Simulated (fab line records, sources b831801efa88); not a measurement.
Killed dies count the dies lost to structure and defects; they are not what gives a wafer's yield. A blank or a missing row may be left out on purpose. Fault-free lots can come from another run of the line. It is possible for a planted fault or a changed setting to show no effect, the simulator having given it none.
fab line records -- flow sky130
record: lots: 6, wafers: 18, lastDay: 50
route steps=708 shown POLY_CUT@318 SD_P@320 RES_XHIGH@332 PAD_OPEN@708
lots with no fault: from the same line, run without faults
startH: the number of hours between the record's first day and the start of the first shown wafer of the lot -- waitH: how many hours have passed since the lot's step before this one -- " as in the row above -- L1.1+2: several wafers, shown together as one row -- - no value, or no start given -- * or withheld: withheld -- < > ~ a bound
route shown NAME@n: NAME is a module with steps in the file, n the number in the route of the first one -- usual: mean/standard deviation taken from wafers without a fault -- same: alike in all rows -- chamber/n: place in a boat -- sites: readings site by site -- _std_site: their standard deviation -- _edge_site: inner sites' mean taken away from outer sites' mean -- radiusMm: how far each site lies from the wafer's centre -- mask NAME#n: copy n -- behind: tool/chamber where the wafer was last shaped -- hold: why the lot was held/for how many hours/how that ended -- device: whichever transistor did not switch (one of n, p or np) -- end of line: tests run on the same wafers once the route is complete -- a step with no rows: only its recipe -- killed: the dies lost at the first sort to structure and to defects; this is not the yield of the wafer -- map: a wafer's dies, marking killed ones x, the rest . and places with no die _
set.NAME: the setting that was run; set.NAME@STEP: the one run at that earlier step -- model.NAME: the simulator's own value behind a step, which no gauge read
a table for each step, a row for each wafer; lots at some steps of the route
services: when a tool's chamber went out of use (startH, in hours from the record's first day, below 0 if earlier), for how many hours, and the reason
== steps ==
step: SKY_POLY_CUT_ETCH_11
recipe: target: Si3N4, chemistry: CF4/CH2F2/Ar, stopOn: poly-Si, sourceW: 600, biasW: 150, pressureMtorr: 40, cf4FlowSccm: 40, ch2f2FlowSccm: 20, Ar_flow_sccm: 150, timeS: 42.5, targetDepthA: 600
usual: drypumpMotorCurrentA: 5.9/0.45, oesProductAu: 0.829/0.0064, throttleValvePct: 14.995/0.0091
lot.wafer,tool,chamber,startH,waitH,drypumpMotorCurrentA,oesProductAu,rfHoursCounterH,throttleValvePct
L836.1,rieDiel-02,0,606.45,0.0,5.9,0.829,9,15.000
L836.2,rieDiel-02,1,606.45,0.0,6.5,0.835,9,14.982
L836.5,rieDiel-02,1,606.45,0.0,6.5,0.822,-,14.988
L844.2,rieDiel-02,0,671.91,0.0,5.9,0.822,11,14.993
L844.3,rieDiel-02,3,671.91,0.0,5.0,0.837,13,14.995
L844.5,rieDiel-02,2,671.91,0.0,5.7,0.823,-,14.992
L845.1,rieDiel-04,3,684.87,0.0,6.5,0.838,5,15.004
L845.4,rieDiel-04,2,684.87,0.0,5.7,0.830,-,14.996
L845.6,rieDiel-04,1,684.87,0.0,5.7,0.828,-,14.992
L849.2,rieDiel-02,3,715.28,0.0,5.0,0.831,14,14.987
L849.3,rieDiel-02,2,715.28,0.0,5.7,0.833,1,14.989
L849.6,rieDiel-02,0,715.28,0.0,5.9,0.833,-,14.991
L851.1,rieDiel-02,0,727.80,0.0,5.9,0.830,12,14.985
L851.4,rieDiel-02,1,727.80,0.0,6.5,0.822,12,14.998
L851.6,rieDiel-02,2,727.80,0.0,5.7,0.841,-,15.012
L852.2,rieDiel-04,1,728.15,0.0,5.6,0.827,9,14.994
L852.4,rieDiel-04,2,728.15,0.0,5.7,0.817,3,14.989
L852.6,rieDiel-04,0,728.15,0.0,5.6,0.821,-,15.001
step: SKY_POLY_CUT_STRIP_12
recipe: chemistry: O2/N2, powerW: 1400, pressureMtorr: 1500, platenTempC: withheld, o2FlowSccm: 3000, n2FlowSccm: 300, overashFraction: 0.5
usual: chamberPressureMTorr: 1500.0/1.3, drypumpMotorCurrentA: 5.7/0.49, oesProductAu: 0.452/0.0046, stripTimeToEndpointS: 5.367/0.016
same: overashFraction: 0.5
lot.wafer,tool,chamber,startH,waitH,chamberPressureMTorr,drypumpMotorCurrentA,oesProductAu,rfHoursCounterH,stripTimeToEndpointS
L836.1,plasmaAsher-01,1,606.49,0.0,1499.6,5.3,0.449,90,5.388
L836.2,plasmaAsher-01,0,606.49,0.0,1499.2,6.3,0.459,90,5.387
L836.5,plasmaAsher-01,1,606.49,0.0,1499.5,5.4,0.457,-,5.382
L844.2,plasmaAsher-03,0,671.95,0.0,1502.1,6.0,0.454,56,5.403
L844.3,plasmaAsher-03,0,671.95,0.0,1501.1,6.0,0.453,-,5.360
L844.5,plasmaAsher-03,1,671.95,0.0,1499.5,6.2,0.459,-,5.360
L845.1,plasmaAsher-02,1,684.91,0.0,1500.5,5.6,0.449,90,5.386
L845.4,plasmaAsher-02,0,684.91,0.0,1500.9,4.9,0.448,-,5.389
L845.6,plasmaAsher-02,1,684.91,0.0,1501.6,5.6,0.458,-,5.366
L849.2,plasmaAsher-03,1,715.32,0.0,1501.0,6.2,0.451,60,5.357
L849.3,plasmaAsher-03,0,715.32,0.0,1499.9,6.0,0.451,-,5.375
L849.6,plasmaAsher-03,1,715.32,0.0,1500.0,6.2,0.446,-,5.364
L851.1,plasmaAsher-01,0,727.84,0.0,1499.9,6.3,0.463,102,5.345
L851.4,plasmaAsher-01,0,727.84,0.0,1500.2,6.3,0.447,-,5.345
L851.6,plasmaAsher-01,1,727.84,0.0,1499.0,5.4,0.452,-,5.345
L852.2,plasmaAsher-03,1,728.19,0.0,1500.5,6.2,0.451,62,5.357
L852.4,plasmaAsher-03,1,728.19,0.0,1498.9,6.2,0.454,-,5.346
L852.6,plasmaAsher-03,1,728.19,0.0,1498.2,6.3,0.446,-,5.342
step: SKY_SD_P_DEHYDRATE_00
recipe: tempC: 200, timeS: 60
step: SKY_SD_P_HMDS_01
recipe: primeTimeS: 60, primeTempC: 120
step: SKY_SD_P_COAT_02
recipe: resist: NOVOLAK, spinRpm: 3000, resistThkNm: 1140
step: SKY_SD_P_SOFTBAKE_03
recipe: tempC: 90, timeS: 60, resist: NOVOLAK
step: SKY_SD_P_EXPOSE_04
recipe: maskId: PSDM, na: 0.6, sourceShape: conventional, sigmaOuter: 0.6, polarization: unpolarized, targetCdNm: 380, doseMj: 138
step: SKY_SD_P_PEB_05
recipe: tempC: withheld, timeS: *, resist: NOVOLAK
step: SKY_SD_P_DEVELOP_06
recipe: resist: NOVOLAK, developer: TMAH, developTimeS: 60, devTempC: 23
step: SKY_SD_P_CD_MEAS_07
recipe: targetCdNm: 380
usual: cdNm: 379.8/2.4
lot.wafer,tool,chamber,startH,waitH,cdNm
L836.1,cdSem-02,-,634.43,0.1,382.4
L836.2,cdSem-02,-,634.43,0.1,384.1
L836.5,cdSem-02,-,634.43,0.1,381.6
L844.2,cdSem-01,-,699.62,0.1,378.9
L844.3,cdSem-01,-,699.62,0.1,376.0
L844.5,cdSem-01,-,699.62,0.1,377.1
L845.1,cdSem-01,-,712.66,0.1,380.8
L845.4,cdSem-01,-,712.66,0.1,380.0
L845.6,cdSem-01,-,712.66,0.1,380.4
L849.2,cdSem-02,-,742.53,0.1,380.5
L849.3,cdSem-02,-,742.53,0.1,380.0
L849.6,cdSem-02,-,742.53,0.1,382.1
L851.1,cdSem-01,-,755.20,0.1,379.7
L851.4,cdSem-01,-,755.20,0.1,377.5
L851.6,cdSem-01,-,755.20,0.1,382.4
L852.2,cdSem-02,-,755.38,0.1,380.2
L852.4,cdSem-02,-,755.38,0.1,383.2
L852.6,cdSem-02,-,755.38,0.1,381.9
step: SKY_SD_P_OVL_MEAS_08
usual: SD_P_OVL: 0.1/1.5
lot.wafer,tool,chamber,startH,waitH,SD_P_OVL[nm]
L836.1,overlay-01,-,634.55,0.1,0.2
L836.2,overlay-01,-,634.55,0.1,1.0
L836.5,overlay-01,-,634.55,0.1,-0.4
L844.2,overlay-02,-,699.73,0.1,0.6
L844.3,overlay-02,-,699.73,0.1,1.0
L844.5,overlay-02,-,699.73,0.1,0.7
L845.1,overlay-02,-,712.78,0.1,-1.2
L845.4,overlay-02,-,712.78,0.1,0.8
L845.6,overlay-02,-,712.78,0.1,-1.0
L849.2,overlay-01,-,742.64,0.1,0.0
L849.3,overlay-01,-,742.64,0.1,0.3
L849.6,overlay-01,-,742.64,0.1,-1.1
L851.1,overlay-01,-,755.32,0.1,0.5
L851.4,overlay-01,-,755.32,0.1,0.0
L851.6,overlay-01,-,755.32,0.1,1.7
L852.2,overlay-02,-,755.49,0.1,-1.2
L852.4,overlay-02,-,755.49,0.1,-2.6
L852.6,overlay-02,-,755.49,0.1,-1.0
step: SKY_SD_P_IMPLANT_09
recipe: species: BF2, energyKev: 20, doseCm2: 3e+15, tiltDeg: 0
step: SKY_SD_P_STRIP_10
recipe: chemistry: O2/N2, powerW: 1400, pressureMtorr: 1500, platenTempC: withheld, o2FlowSccm: 3000, n2FlowSccm: 300, overashFraction: 0.5
usual: chamberPressureMTorr: 1500.1/1.4, drypumpMotorCurrentA: 6.2/0.39, oesProductAu: 0.617/0.0039, overashFraction: 0.5/0, stripTimeToEndpointS: 17.49/0.044
lot.wafer,tool,chamber,startH,waitH,chamberPressureMTorr,drypumpMotorCurrentA,oesProductAu,overashFraction,rfHoursCounterH,stripTimeToEndpointS,model.NOVOLAK_of_SD_P_COAT_02.thkNm
L836.1,plasmaAsher-04,1,634.73,0.1,1499.8,6.6,0.616,0.5,19,17.43,0
L836.2,plasmaAsher-04,0,634.73,0.1,1498.1,6.4,0.611,0.5,19,17.38,0
L836.5,plasmaAsher-04,0,634.73,0.1,1500.7,6.4,0.619,0.5,-,17.40,0
L844.2,plasmaAsher-03,0,699.91,0.1,-,-,-,-,-,-,1141
L844.3,plasmaAsher-03,0,699.91,0.1,-,-,-,-,-,-,1139
L844.5,plasmaAsher-03,1,699.91,0.1,-,-,-,-,-,-,1139
L845.1,plasmaAsher-04,1,712.97,0.1,-,-,-,-,-,-,1137
L845.4,plasmaAsher-04,1,712.97,0.1,-,-,-,-,-,-,1137
L845.6,plasmaAsher-04,1,712.97,0.1,-,-,-,-,-,-,1138
L849.2,plasmaAsher-01,1,742.82,0.1,1499.9,5.4,0.612,0.5,0,17.51,0
L849.3,plasmaAsher-01,0,742.82,0.1,1500.5,6.3,0.618,0.5,-,17.50,0
L849.6,plasmaAsher-01,1,742.82,0.1,1501.0,5.4,0.618,0.5,-,17.49,0
L851.1,plasmaAsher-03,0,755.51,0.1,1499.2,6.0,0.620,0.5,64,17.46,0
L851.4,plasmaAsher-03,0,755.51,0.1,1499.8,6.0,0.618,0.5,-,17.47,0
L851.6,plasmaAsher-03,0,755.51,0.1,1499.9,6.0,0.622,0.5,-,17.49,0
L852.2,plasmaAsher-04,0,755.67,0.1,1496.9,6.4,0.617,0.5,31,17.47,0
L852.4,plasmaAsher-04,1,755.67,0.1,1500.9,6.6,0.625,0.5,-,17.48,0
L852.6,plasmaAsher-04,0,755.67,0.1,1500.0,6.3,0.619,0.5,-,17.53,0
step: SKY_SD_P_TW_MEAS_11
usual: SD_P_TW: 2831/15
lot.wafer,tool,chamber,startH,waitH,SD_P_TW
L836.1,filmMetro-01,-,634.83,0.1,2842
L836.2,filmMetro-01,-,634.83,0.1,2832
L836.5,filmMetro-01,-,634.83,0.1,2847
L844.2,filmMetro-01,-,700.02,0.1,2834
L844.3,filmMetro-01,-,700.02,0.1,2848
L844.5,filmMetro-01,-,700.02,0.1,2835
L845.1,filmMetro-01,-,713.07,0.1,2831
L845.4,filmMetro-01,-,713.07,0.1,2853
L845.6,filmMetro-01,-,713.07,0.1,2839
L849.2,filmMetro-03,-,742.93,0.1,2828
L849.3,filmMetro-03,-,742.93,0.1,2822
L849.6,filmMetro-03,-,742.93,0.1,2831
L851.1,filmMetro-02,-,755.61,0.1,2802
L851.4,filmMetro-02,-,755.61,0.1,2804
L851.6,filmMetro-02,-,755.61,0.1,2811
L852.2,filmMetro-01,-,755.78,0.1,2844
L852.4,filmMetro-01,-,755.78,0.1,2838
L852.6,filmMetro-01,-,755.78,0.1,2858
step: SKY_RES_XHIGH_DEHYDRATE_00
recipe: tempC: 200, timeS: 60
step: SKY_RES_XHIGH_HMDS_01
recipe: primeTimeS: 60, primeTempC: 120
step: SKY_RES_XHIGH_COAT_02
recipe: resist: NOVOLAK, spinRpm: 3000, resistThkNm: 1140
step: SKY_RES_XHIGH_SOFTBAKE_03
recipe: tempC: 90, timeS: 60, resist: NOVOLAK
step: SKY_RES_XHIGH_EXPOSE_04
recipe: maskId: URPM, na: 0.6, sourceShape: conventional, sigmaOuter: 0.6, polarization: unpolarized, targetCdNm: 1270, doseMj: 140
step: SKY_RES_XHIGH_PEB_05
recipe: tempC: withheld, timeS: *, resist: NOVOLAK
step: SKY_RES_XHIGH_DEVELOP_06
recipe: resist: NOVOLAK, developer: TMAH, developTimeS: 60, devTempC: 23
step: SKY_RES_XHIGH_IMPLANT_07
recipe: species: BF2, energyKev: 19.8, doseCm2: 3.6e+14, tiltDeg: 0
step: SKY_RES_XHIGH_STRIP_08
recipe: chemistry: O2/N2, powerW: 1400, pressureMtorr: 1500, platenTempC: withheld, o2FlowSccm: 3000, n2FlowSccm: 300, overashFraction: 0.5
usual: chamberPressureMTorr: 1500.0/1.3, drypumpMotorCurrentA: 5.8/0.58, oesProductAu: 0.711/0.0045, stripTimeToEndpointS: 14.28/0.035
same: overashFraction: 0.5
lot.wafer,tool,chamber,startH,waitH,chamberPressureMTorr,drypumpMotorCurrentA,oesProductAu,rfHoursCounterH,stripTimeToEndpointS
L836.1,plasmaAsher-02,1,663.72,0.1,1503.0,5.6,0.707,88,14.28
L836.2,plasmaAsher-02,0,663.72,0.1,1501.0,5.0,0.717,88,14.29
L836.5,plasmaAsher-02,0,663.72,0.1,1500.6,5.0,0.712,-,14.31
L844.2,plasmaAsher-04,1,727.87,0.1,1499.3,6.6,0.725,28,31.35
L844.3,plasmaAsher-04,1,727.87,0.1,1500.3,6.6,0.714,-,31.29
L844.5,plasmaAsher-04,1,727.87,0.1,1498.3,6.6,0.715,-,31.26
L845.1,plasmaAsher-04,0,739.86,0.1,1500.2,6.4,0.711,29,31.36
L845.4,plasmaAsher-04,0,739.86,0.1,1499.7,6.4,0.721,-,31.31
L845.6,plasmaAsher-04,1,739.86,0.1,1499.2,6.6,0.720,-,31.34
L849.2,plasmaAsher-02,0,769.72,0.1,1500.7,4.9,0.711,98,14.31
L849.3,plasmaAsher-02,1,769.72,0.1,1499.3,5.6,0.708,-,14.29
L849.6,plasmaAsher-02,1,769.72,0.1,1501.0,5.6,0.707,-,14.28
L851.1,plasmaAsher-02,1,782.73,0.1,1502.3,5.5,0.713,99,14.27
L851.4,plasmaAsher-02,0,782.73,0.1,1500.7,5.0,0.703,-,14.32
L851.6,plasmaAsher-02,0,782.73,0.1,1498.7,5.0,0.717,-,14.28
L852.2,plasmaAsher-04,0,783.03,0.1,1499.7,6.4,0.711,33,14.30
L852.4,plasmaAsher-04,0,783.03,0.1,1499.7,6.3,0.711,-,14.29
L852.6,plasmaAsher-04,1,783.03,0.1,1500.7,6.6,0.710,-,14.31
step: SKY_RES_XHIGH_TW_MEAS_09
usual: RES_XHIGH_TW: 1639/8.2
lot.wafer,tool,chamber,startH,waitH,hold,RES_XHIGH_TW
L836.1,filmMetro-01,-,663.82,0.1,-,1641
L836.2,filmMetro-01,-,663.82,0.1,-,1641
L836.5,filmMetro-01,-,663.82,0.1,-,1649
L844.2,filmMetro-01,-,727.98,0.1,awaitDispo/0.2h/release,30
L844.3,filmMetro-01,-,727.98,0.1,awaitDispo/0.2h/release,30
L844.5,filmMetro-01,-,727.98,0.1,awaitDispo/0.2h/release,30
L844.2,filmMetro-01,-,728.21,0.2,-,30
L844.3,filmMetro-01,-,728.21,0.2,-,30
L844.5,filmMetro-01,-,728.21,0.2,-,30
L845.1,filmMetro-01,-,739.96,0.1,awaitDispo/0.2h/release,30
L845.4,filmMetro-01,-,739.96,0.1,awaitDispo/0.2h/release,30
L845.6,filmMetro-01,-,739.96,0.1,awaitDispo/0.2h/release,30
L845.1,filmMetro-01,-,740.27,0.3,-,30
L845.4,filmMetro-01,-,740.27,0.3,-,30
L845.6,filmMetro-01,-,740.27,0.3,-,30
L849.2,filmMetro-01,-,769.83,0.1,-,1650
L849.3,filmMetro-01,-,769.83,0.1,-,1650
L849.6,filmMetro-01,-,769.83,0.1,-,1658
L851.1,filmMetro-03,-,782.83,0.1,-,1622
L851.4,filmMetro-03,-,782.83,0.1,-,1628
L851.6,filmMetro-03,-,782.83,0.1,-,1629
L852.2,filmMetro-02,-,783.14,0.1,-,1629
L852.4,filmMetro-02,-,783.14,0.1,-,1635
L852.6,filmMetro-02,-,783.14,0.1,-,1621
step: SKY_PAD_OPEN_PROBE_99
usual: defectLimitedYield: 82.5/1.9, killed_at_M0_to_M3: 43/7.2, killed_at_M4_up: 3.3/2, killedAtContacts: 25/5.8, killedAtFrontEnd: 15/4.5, killedAtOther: 0.3/0.62, killedDies: 86/9.4, killedOpen: 47/7.1, killedShort: 39/6, sort_bin_3_pad_short: 0.9/0.4, sort_bin_5_function: 10.4/1.4, sort_bin_6_memory: 6.2/1.1, sort_bin_8_speed: 0.7/1.4, sortNPass: 402/11, sortYieldPct: 81.7/2.2
same: grossDies: 492, killedAtBackSide: 0, sort_bin_4_leakage[%]: 0
lot.wafer,tool,chamber,startH,waitH,defectLimitedYield[%],killed_at_M0_to_M3,killed_at_M4_up,killedAtContacts,killedAtFrontEnd,killedAtOther,killedDies,killedOpen,killedShort,sort_bin_3_pad_short[%],sort_bin_5_function[%],sort_bin_6_memory[%],sort_bin_8_speed[%],sortNPass,sortYieldPct[%]
L836.1,prober-01,-,1111.51,0.1,83.1,40,5,23,15,0,83,46,37,0.8,9.3,6.7,0.6,406,82.5
L836.2,prober-01,-,1111.56,0.1,79.9,52,5,32,10,0,99,55,44,1.0,10.6,8.5,0,393,79.9
L836.5,prober-01,-,1111.71,0.2,82.5,42,5,27,12,0,86,39,47,0.6,9.8,7.1,0,406,82.5
L849.2,prober-02,-,1183.16,0.1,83.3,41,2,26,13,0,82,50,31,0.4,11.0,5.3,0.8,406,82.5
L849.3,prober-02,-,1183.21,0.2,86.8,30,2,19,14,0,65,32,33,0.6,8.1,4.5,0.2,426,86.6
L849.6,prober-02,-,1183.36,0.2,84.1,29,3,36,10,0,78,44,33,0.6,10.6,4.7,0.6,411,83.5
L851.1,prober-02,-,1189.89,0.1,77.6,62,2,32,14,0,110,63,46,1.2,12.0,9.1,0,382,77.6
L851.4,prober-02,-,1190.04,0.2,80.1,48,6,32,10,2,98,55,42,1.4,11.8,6.7,0,394,80.1
L851.6,prober-02,-,1190.14,0.2,79.1,53,4,28,18,0,103,65,38,1.4,12.8,6.7,0.4,387,78.7
L852.2,prober-01,-,1192.38,0.1,80.5,44,5,30,17,0,96,45,51,1.4,11.6,6.5,0,396,80.5
L852.4,prober-01,-,1192.48,0.2,80.7,42,3,25,25,0,95,54,41,1.8,12.0,5.5,0.2,396,80.5
L852.6,prober-01,-,1192.58,0.2,82.5,39,3,24,20,0,86,50,36,0.6,10.0,6.9,0.6,403,81.9
killed by level:class
L836.1 VIA1:geometricParticle:open=12 VIA2:geometricParticle:open=8 METAL2:geometricParticle:short=6 LI_CONTACT:geometricParticle:short=5 CONTACT:geometricParticle:open=5 FIELD_ISO:geometricParticle:open=4 LI_CONTACT:geometricParticle:open=4 LOCAL_INTERCONNECT:geometricParticle:short=4
L836.2 CONTACT:geometricParticle:open=15 VIA1:geometricParticle:open=14 LI_CONTACT:geometricParticle:open=8 METAL1:geometricParticle:short=8 METAL2:geometricParticle:short=6 VIA2:geometricParticle:short=5 METAL4:geometricParticle:short=5 LOCAL_INTERCONNECT:geometricParticle:short=4
L836.5 CONTACT:geometricParticle:open=10 VIA1:geometricParticle:short=9 METAL2:geometricParticle:short=7 VIA1:geometricParticle:open=6 LI_CONTACT:geometricParticle:short=6 VIA2:geometricParticle:open=6 POLY_GATE:geometricParticle:open=4 LI_CONTACT:geometricParticle:open=4
L849.2 LI_CONTACT:geometricParticle:open=9 VIA1:geometricParticle:open=8 VIA2:geometricParticle:short=8 CONTACT:geometricParticle:open=7 VIA2:geometricParticle:open=7 POLY_GATE:geometricParticle:open=5 LOCAL_INTERCONNECT:geometricParticle:short=5 FIELD_ISO:geometricParticle:open=4
L849.3 POLY_GATE:geometricParticle:short=6 LOCAL_INTERCONNECT:geometricParticle:short=6 VIA2:geometricParticle:open=6 POLY_GATE:geometricParticle:open=5 CONTACT:geometricParticle:open=5 LI_CONTACT:geometricParticle:open=5 METAL2:geometricParticle:short=5 VIA1:geometricParticle:open=4
L849.6 LI_CONTACT:geometricParticle:open=10 CONTACT:geometricParticle:open=9 LI_CONTACT:geometricParticle:short=7 CONTACT:geometricParticle:short=7 VIA3:geometricParticle:open=7 VIA1:geometricParticle:open=6 VIA2:geometricParticle:open=5 LOCAL_INTERCONNECT:geometricParticle:short=3
L851.1 VIA1:geometricParticle:open=15 VIA3:geometricParticle:open=13 CONTACT:geometricParticle:open=12 METAL1:geometricParticle:short=8 LI_CONTACT:geometricParticle:open=8 VIA1:geometricParticle:short=7 FIELD_ISO:geometricParticle:short=6 LOCAL_INTERCONNECT:geometricParticle:short=5
L851.4 VIA1:geometricParticle:open=15 LI_CONTACT:geometricParticle:open=10 CONTACT:geometricParticle:open=8 VIA1:geometricParticle:short=8 CONTACT:geometricParticle:short=5 VIA3:geometricParticle:open=5 VIA2:geometricParticle:open=5 METAL4:geometricParticle:short=5
L851.6 VIA1:geometricParticle:open=18 CONTACT:geometricParticle:open=10 VIA3:geometricParticle:open=10 VIA2:geometricParticle:open=8 CONTACT:geometricParticle:short=7 POLY_GATE:geometricParticle:short=6 FIELD_ISO:geometricParticle:open=5 POLY_GATE:geometricParticle:open=4
L852.2 CONTACT:geometricParticle:open=10 LI_CONTACT:geometricParticle:open=8 VIA1:geometricParticle:open=7 CONTACT:geometricParticle:short=6 METAL3:geometricParticle:short=6 METAL1:geometricParticle:short=6 METAL4:geometricParticle:short=5 METAL2:geometricParticle:short=5
L852.4 LI_CONTACT:geometricParticle:open=12 VIA1:geometricParticle:open=12 POLY_GATE:geometricParticle:open=7 METAL3:geometricParticle:short=7 METAL2:geometricParticle:short=7 CONTACT:geometricParticle:open=6 POLY_GATE:geometricParticle:short=5 VIA2:geometricParticle:open=5
L852.6 CONTACT:geometricParticle:open=11 VIA1:geometricParticle:open=10 METAL1:geometricParticle:short=6 LI_CONTACT:geometricParticle:open=6 VIA2:geometricParticle:open=6 METAL2:geometricParticle:short=5 POLY_GATE:geometricParticle:open=4 POLY_GATE:geometricParticle:short=4
== services ==
tool,chamber,startH,hours,kind
plasmaAsher-04,-,585.17,0.8,repair
rieDiel-04,2,591.70,-,clean
rieDiel-04,2,591.70,18.5,scheduledDown
rieDiel-04,2,591.70,18.5,ventCycle
plasmaAsher-04,-,610.32,3.8,repair
rieDiel-04,-,612.22,0.7,repair
plasmaAsher-02,-,630.72,2.8,pm
rieDiel-02,2,637.35,-,clean
rieDiel-02,2,637.35,18.3,scheduledDown
rieDiel-02,2,637.35,18.3,ventCycle
rieDiel-04,0,676.59,10.9,repair
plasmaAsher-02,-,691.22,5.7,repair
rieDiel-04,1,696.89,1.6,repair
rieDiel-02,1,708.46,3.8,repair
plasmaAsher-04,-,718.23,3.0,repair
plasmaAsher-01,-,733.75,9.0,pm
plasmaAsher-01,0,733.75,9.0,ventCycle
plasmaAsher-01,1,733.75,9.0,ventCycle
plasmaAsher-01,0,742.75,-,clean
plasmaAsher-01,1,742.75,-,clean
rieDiel-04,-,747.34,0.5,repair
plasmaAsher-01,-,761.12,1.5,repair
rieDiel-04,0,766.69,3.3,repair
rieDiel-04,3,781.32,6.6,repair
== key ==
firstSign: step: SKY_SD_P_STRIP_10, reading: toolRecord, direction: missing
effect: step: SKY_RES_XHIGH_STRIP_08, reading: stripTimeToEndpointS, direction: up, sigmas: 99+, usual: *, struck: *
effect: step: SKY_RES_XHIGH_TW_MEAS_09, reading: visit, direction: added
effect: step: SKY_RES_XHIGH_TW_MEAS_09, reading: RES_XHIGH_TW, direction: down, sigmas: 99+, usual: 1639, struck: 30
modelEffect: step: SKY_SD_P_STRIP_10, value: NOVOLAK_of_SD_P_COAT_02.thkNm, without: 0, struck: 1138
metAt SKY_SD_P_STRIP_10
struckWafers L844.2,L844.3,L844.5,L845.1,L845.4,L845.6
scrappedBehind SKY_RES_XHIGH_TW_MEAS_09 L844.2,L844.3,L844.5,L845.1,L845.4,L845.6
onsetBetween 634.73 699.91
fault: kind: skippedStepWhole, tool: plasmaAsher-03,plasmaAsher-04, chamber: -, onsetH: 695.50, steps: SKY_SD_P_STRIP_10, scope: struckLotsOnly
